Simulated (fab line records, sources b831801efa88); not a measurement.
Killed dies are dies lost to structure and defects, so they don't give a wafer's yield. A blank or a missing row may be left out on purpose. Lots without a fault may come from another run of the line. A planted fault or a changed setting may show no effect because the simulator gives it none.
Which tool did it? | flow sky130 | 14 lots, 41 wafers sampled, at 4 steps of a route of 708

WHAT THE GAUGES READ, wafer by wafer
SKY_FIELD_ISO_BOW_MEAS_00. Usual: INCOMING_BOW 1 um, standard deviation 6.5.
lot  | measured    | on            | INCOMING_BOW (um) | flag
L526 | day 1 10:01 | film_metro-01 | 4 -1 5            |
L527 | day 1 15:00 | film_metro-03 | -5 -4 5           |
L528 | day 1 20:00 | film_metro-02 | -3 5 8            |
L529 | day 2 01:00 | film_metro-01 | 7 1 6             |
L530 | day 2 06:01 | film_metro-03 | 4 4 21            |
L534 | day 3 02:00 | film_metro-01 | 15 4 -12          |
L536 | day 3 12:01 | film_metro-03 | -11 -8 -4         |
L538 | day 3 22:04 | film_metro-02 | 6 0               |
L539 | day 4 03:00 | film_metro-02 | -16 5 -9          |
L540 | day 4 08:00 | film_metro-02 | 4 2 18            |
L544 | day 5 04:04 | film_metro-02 | 8 1 -8            |
L545 | day 5 09:02 | film_metro-01 | 7 0 8             |
L546 | day 5 14:00 | film_metro-03 | 2 -7 -1           |
L549 | day 6 05:00 | film_metro-02 | -8 -3 -4          |

SKY_VT_ADJUST_PCH_TW_MEAS_10. Usual: VT_ADJUST_PCH_TW 142.4, standard deviation 0.93.
lot  | measured     | on            | VT_ADJUST_PCH_TW  | flag
L526 | day 10 15:37 | film_metro-01 | 143.8 144.0 144.1 |
L527 | day 10 18:21 | film_metro-04 | 142.1 142.3 142.5 |
L528 | day 11 03:10 | film_metro-04 | 143.1 142.5 142.4 |
L529 | day 11 09:39 | film_metro-03 | 141.7 140.8 141.5 |
L530 | day 11 19:29 | film_metro-01 | 143.1 142.6 143.0 |
L534 | day 13 04:27 | film_metro-03 | 141.9 141.7 142.2 |
L536 | day 13 21:31 | film_metro-04 | 141.8 141.4 141.6 |
L538 | day 14 13:14 | film_metro-04 | 141.7 141.7       |
L539 | day 14 14:01 | film_metro-01 | 142.4 143.0 142.8 |
L540 | day 15 01:45 | film_metro-04 | 142.0 141.4 141.9 |
L544 | day 16 04:24 | film_metro-01 | 143.8 143.9 143.1 |
L545 | day 16 14:11 | film_metro-04 | 142.8 141.9 142.4 |
L546 | day 16 17:19 | film_metro-01 | 143.5 144.4 143.1 |
L549 | day 17 18:31 | film_metro-03 | 141.4 142.4 141.2 |

WHICH TOOL RAN EACH LOT (tool, then ch and the chambers of the sampled wafers, then the start)
lot  | SKY_FIELD_ISO_CMP_27         | SKY_NWELL_DEVELOP_22
L526 | cmp-02 ch 0,1,3, day 2 11:35 | litho_track-03 ch 0, day 5 09:00
L527 | cmp-01 ch 2,3, day 2 14:50   | litho_track-01 ch 0, day 5 11:00
L528 | cmp-02 ch 0,1,2, day 2 21:51 | litho_track-01 ch 0, day 5 19:00
L529 | cmp-01 ch 0,1,2, day 3 02:53 | litho_track-03 ch 0, day 6 01:00
L530 | cmp-02 ch 0,1,2, day 3 08:43 | litho_track-04 ch 0, day 6 09:00
L534 | cmp-02 ch 2,3, day 4 06:59   | litho_track-04 ch 0, day 7 11:00
L536 | cmp-02 ch 0,2,3, day 4 13:53 | litho_track-03 ch 0, day 7 23:00
L538 | cmp-01 ch 1,3, day 5 03:42   | litho_track-04 ch 0, day 8 13:00
L539 | cmp-01 ch 1,2,3, day 5 05:22 | litho_track-04 ch 0, day 8 14:00
L540 | cmp-01 ch 0,2,3, day 5 10:51 | litho_track-04 ch 0, day 8 22:00
L544 | cmp-02 ch 2,3, day 6 06:30   | litho_track-04 ch 0, day 9 19:00
L545 | cmp-01 ch 1,2,3, day 6 12:39 | litho_track-01, day 10 03:00
L546 | cmp-01 ch 0,1, day 6 16:14   | litho_track-04, day 10 05:00
L549 | cmp-01 ch 1,2,3, day 7 08:11 | litho_track-01 ch 0, day 11 02:00
- SKY_FIELD_ISO_CMP_27: polishes, stops on Si3N4, t overpolish 16 s, target thk 457.8 nm.
- SKY_NWELL_DEVELOP_22: develop time 60 s.

WHAT THE TOOLS THEMSELVES READ (means of the sampled wafers that have a number; where no wafer has one, the mark that the record gives instead)
SKY_FIELD_ISO_CMP_27. Usual: motor_current_A 11.1 A, standard deviation 0.87; overpolish_run_s 16.000 s, standard deviation 0.0093; slurry_flow_ml_min 150.0, standard deviation 0.47; time_to_endpoint_s 116 s, standard deviation 5.3.
lot  | tool   | motor_current_A (A) | overpolish_run_s (s) | slurry_flow_ml_min | time_to_endpoint_s (s) | flag
L526 | cmp-02 | 11.6                | 15.999               | 150.1              | 115                    |
L527 | cmp-01 | 11.0                | 16.000               | 150.3              | 115                    |
L528 | cmp-02 | 11.3                | 15.990               | 149.9              | 121                    |
L529 | cmp-01 | 10.9                | 15.997               | 149.9              | 114                    |
L530 | cmp-02 | 11.4                | 15.994               | 150.1              | 116                    |
L534 | cmp-02 | 11.0                | 16.003               | 150.6              | 119                    |
L536 | cmp-02 | 10.4                | 15.998               | 150.2              | 118                    |
L538 | cmp-01 | 11.0                | 15.988               | 150.0              | 120                    |
L539 | cmp-01 | 11.2                | 15.999               | 150.0              | 120                    |
L540 | cmp-01 | 10.8                | 16.000               | 150.0              | 107                    |
L544 | cmp-02 | 11.4                | 15.996               | 150.0              | 116                    |
L545 | cmp-01 | 11.1                | 16.000               | 150.0              | 114                    |
L546 | cmp-01 | 10.3                | 16.004               | 150.0              | 114                    |
L549 | cmp-01 | 11.2                | 16.008               | 150.0              | 120                    |

SKY_NWELL_DEVELOP_22. Usual: chill_plate_temp_C 23.01 C, standard deviation 0.1; resist_line_temp_C 22.99 C, standard deviation 0.11.
lot  | tool           | chill_plate_temp_C (C) | resist_line_temp_C (C) | flag
L526 | litho_track-03 | 22.86                  | 23.04                  |
L527 | litho_track-01 | 23.13                  | 23.00                  |
L528 | litho_track-01 | 23.11                  | 23.02                  |
L529 | litho_track-03 | 22.99                  | 22.89                  |
L530 | litho_track-04 | 22.90                  | 23.02                  |
L534 | litho_track-04 | 23.10                  | 23.01                  |
L536 | litho_track-03 | 23.13                  | 22.98                  |
L538 | litho_track-04 | 23.05                  | 23.00                  |
L539 | litho_track-04 | 22.92                  | 22.88                  |
L540 | litho_track-04 | 23.01                  | 23.06                  |
L544 | litho_track-04 | 23.01                  | 23.04                  |
L545 | litho_track-01 | -                      | -                      | OFF
L546 | litho_track-04 | -                      | -                      | OFF
L549 | litho_track-01 | 22.94                  | 23.09                  |

THE ANSWER, worked out from the rows above alone
Rule: a lot is off if the mean of its wafers that have a number lies more than 3 standard deviations from the usual mean. A lot without any number at a reading at which 4 lots or more have one is off too. The other lots that the step has rows for count as sound. The gauges are gone through in route order, then the tools' own readings, and for those a lot's mean is taken as printed above. The first step at which some lot is off is used, and at that step the reading that is off furthest; a lot without a number counts as furthest.
Off: L545, L546, at SKY_NWELL_DEVELOP_22 (chill_plate_temp_C). Without a number there: L545, L546.
A tool fits if, at that step or a process step before it, it ran every lot that is off, and no sound lot after the first of them. None of those tried fits.

WHAT THE SIMULATOR HAD PUT IN
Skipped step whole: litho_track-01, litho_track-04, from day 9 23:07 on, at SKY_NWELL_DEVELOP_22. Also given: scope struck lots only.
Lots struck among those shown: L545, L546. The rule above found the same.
